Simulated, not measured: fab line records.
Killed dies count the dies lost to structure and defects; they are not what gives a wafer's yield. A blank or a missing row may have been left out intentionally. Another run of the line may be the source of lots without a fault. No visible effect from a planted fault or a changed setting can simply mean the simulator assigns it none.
Which of the tools did it? + flow sky130 + 42 wafers from 14 lots sampled at 5 of the route's 708 steps

== WHAT EACH GAUGE READ, for each wafer ==
SKY_FIELD_ISO_BOW_MEAS_00.
| lot  | measured    | on           | INCOMING_BOW (um) |
|------|-------------|--------------|-------------------|
| L990 | day 1 10:02 | filmMetro-03 | 18 -1 7           |
| L991 | day 1 15:01 | filmMetro-01 | -14 7 5           |
| L992 | day 1 20:01 | filmMetro-02 | 2 13 3            |
| L993 | day 2 01:01 | filmMetro-03 | 0 -1 16           |
| L994 | day 2 06:00 | filmMetro-01 | -3 -6 2           |
| L996 | day 2 16:00 | filmMetro-02 | 3 -6 -4           |
| L997 | day 2 21:02 | filmMetro-03 | 8 3 1             |
| L100 | day 3 12:01 | filmMetro-03 | -8 5 3            |
| L102 | day 3 22:01 | filmMetro-02 | 1 -8 2            |
| L103 | day 4 03:00 | filmMetro-03 | 4 -8 -4           |
| L107 | day 4 23:00 | filmMetro-03 | 0 -1 -2           |
| L108 | day 5 04:00 | filmMetro-01 | 4 -9 0            |
| L111 | day 5 19:02 | filmMetro-01 | 12 2 4            |
| L113 | day 6 05:00 | filmMetro-03 | -8 -6 8           |

SKY_FIELD_ISO_THK_MEAS_23.
| lot  | measured    | on           | FIELD_ISO_OXIDATION_01_THK (nm) |
|------|-------------|--------------|---------------------------------|
| L990 | day 2 17:33 | filmMetro-03 | 9.90 9.77 9.68                  |
| L991 | day 2 17:32 | filmMetro-01 | 9.56 9.58 9.49                  |
| L992 | day 3 00:20 | filmMetro-01 | 10.00 10.09 9.97                |
| L993 | day 3 00:20 | filmMetro-02 | 10.14 10.04 10.08               |
| L994 | day 3 08:53 | filmMetro-03 | 10.08 10.35 10.06               |
| L996 | day 3 16:50 | filmMetro-02 | 9.87 9.84 10.01                 |
| L997 | day 3 20:22 | filmMetro-01 | 10.09 10.06 10.23               |
| L100 | day 4 13:55 | filmMetro-01 | 9.89 9.93 9.96                  |
| L102 | day 4 20:50 | filmMetro-03 | 4.37 4.24 4.46                  |
| L103 | day 5 05:37 | filmMetro-03 | 4.46 4.47 4.40                  |
| L107 | day 6 05:01 | filmMetro-02 | 10.18 10.10 10.26               |
| L108 | day 6 05:01 | filmMetro-01 | 9.95 9.83 9.93                  |
| L111 | day 7 05:04 | filmMetro-03 | 10.06 9.84 9.61                 |
| L113 | day 7 12:02 | filmMetro-02 | 9.85 9.91 9.78                  |

SKY_NWELL_TW_MEAS_15.
| lot  | measured     | on           | NWELL_TW       |
|------|--------------|--------------|----------------|
| L990 | day 5 04:01  | filmMetro-04 | 1831 1842 1842 |
| L991 | day 5 03:29  | filmMetro-04 | 1832 1840 1825 |
| L992 | day 5 08:48  | filmMetro-03 | 1846 1835 1842 |
| L993 | day 5 08:06  | filmMetro-02 | 1823 1826 1822 |
| L994 | day 5 17:44  | filmMetro-04 | 1835 1849 1836 |
| L996 | day 6 00:44  | filmMetro-03 | 1829 1833 1831 |
| L997 | day 6 07:00  | filmMetro-03 | 1820 1827 1828 |
| L100 | day 7 02:59  | filmMetro-04 | 1838 1848 1836 |
| L102 | day 7 10:40  | filmMetro-03 | 1821 1819 1832 |
| L103 | day 7 21:47  | filmMetro-03 | 1813 1832 1823 |
| L107 | day 9 07:41  | filmMetro-03 | 1832 1822 1831 |
| L108 | day 9 06:51  | filmMetro-04 | 1865 1857 1850 |
| L111 | day 10 02:28 | filmMetro-04 | 1874 1880 1867 |
| L113 | day 10 12:29 | filmMetro-02 | 1821 1827 1818 |

SKY_VT_ADJUST_LVTN_OVL_MEAS_18.
| lot  | measured     | on         | VT_ADJUST_LVTN_01_OVL (nm) |
|------|--------------|------------|----------------------------|
| L990 | day 8 10:19  | overlay-01 | 0.5 1.2 -0.1               |
| L991 | day 8 09:49  | overlay-02 | 0.8 -1.1 0.3               |
| L992 | day 8 12:58  | overlay-01 | 0.1 -0.7 0.0               |
| L993 | day 8 11:37  | overlay-02 | -3.1 -3.8 -2.5             |
| L994 | day 8 23:46  | overlay-01 | 0.5 0.8 0.0                |
| L996 | day 9 09:34  | overlay-02 | 2.7 1.5 0.8                |
| L997 | day 9 17:26  | overlay-02 | -0.5 1.8 -0.2              |
| L100 | day 10 17:58 | overlay-02 | 1.5 0.2 2.3                |
| L102 | day 11 02:52 | overlay-01 | 1.3 0.7 1.1                |
| L103 | day 11 17:31 | overlay-02 | 1.4 0.2 2.0                |
| L107 | day 13 07:28 | overlay-02 | 0.5 1.2 0.4                |
| L108 | day 13 06:22 | overlay-01 | -0.3 1.2 0.3               |
| L111 | day 14 06:19 | overlay-01 | -1.7 -0.4 0.3              |
| L113 | day 14 15:49 | overlay-02 | 0.9 0.0 1.9                |

== TOOL THAT RAN EACH LOT (tool first, then ch and the chambers of the sampled wafers, then the start) ==
| lot  | SKY_FIELD_ISO_OXIDATION_22   |
|------|------------------------------|
| L990 | furnace-01 ch 0, day 2 16:22 |
| L991 | furnace-01 ch 0, day 2 16:22 |
| L992 | furnace-02 ch 0, day 2 23:09 |
| L993 | furnace-02 ch 0, day 2 23:09 |
| L994 | furnace-01 ch 0, day 3 07:43 |
| L996 | furnace-01 ch 0, day 3 15:39 |
| L997 | furnace-02 ch 0, day 3 19:10 |
| L100 | furnace-02 ch 0, day 4 12:44 |
| L102 | furnace-02 ch 0, day 4 19:39 |
| L103 | furnace-02 ch 0, day 5 04:27 |
| L107 | furnace-01 ch 0, day 6 03:51 |
| L108 | furnace-01 ch 0, day 6 03:51 |
| L111 | furnace-01 ch 0, day 7 03:53 |
| L113 | furnace-01 ch 0, day 7 10:52 |
- SKY_FIELD_ISO_OXIDATION_22: stabilise 600 s, purge 300 s, target thk 10 nm.

== AS READ BY THE TOOLS THEMSELVES (means over the sampled wafers that have a number; for cases with no such wafer, the mark the record gives instead) ==
The record holds no such reading with a usual standard deviation.

== THE ANSWER, worked out from the rows above alone ==
Rule: what is usual is taken from the lots themselves. The widest of any qualifying gaps counts: lots, ordered by their means at a reading, are off when they make up no more than a third of the lots, leave a main group of 4 or more, and stand apart from it by 3 or more times the standard deviation of that group's means. If all means in a main group match to the digits the tables above print for the reading, that group is not used. Also off: a lot with no number at a reading for which 4 or more lots have one. All remaining lots with rows at the step are treated as sound. The gauges are gone through in route order, then the tools' own readings, and for those a lot's mean is taken as printed above. At the first step where some lot is off, the reading lying furthest off is the one used; lots without a number count as furthest.
Off: at SKY_FIELD_ISO_THK_MEAS_23 (FIELD_ISO_OXIDATION_01_THK), L102, L103. The main group: mean 9.94 nm, standard deviation 0.18.
If a tool, at a process step before that reading, ran all the lots that are off and no sound lot after the first of them, it fits. The gauges at SKY_FIELD_ISO_THK_MEAS_23 are tried like those tools. One candidate fits, namely furnace-02 at SKY_FIELD_ISO_OXIDATION_22. A fault onset in the window from L100 (day 4 12:44, its last sound lot) to L102 (day 4 19:39, its first lot off) fits.

== WHAT THE SIMULATOR HAD INSERTED ==
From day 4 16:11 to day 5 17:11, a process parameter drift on furnace-02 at SKY_FIELD_ISO_OXIDATION_22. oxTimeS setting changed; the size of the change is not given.
Shown lots that were struck: L102, L103. The rule above reached the same finding.
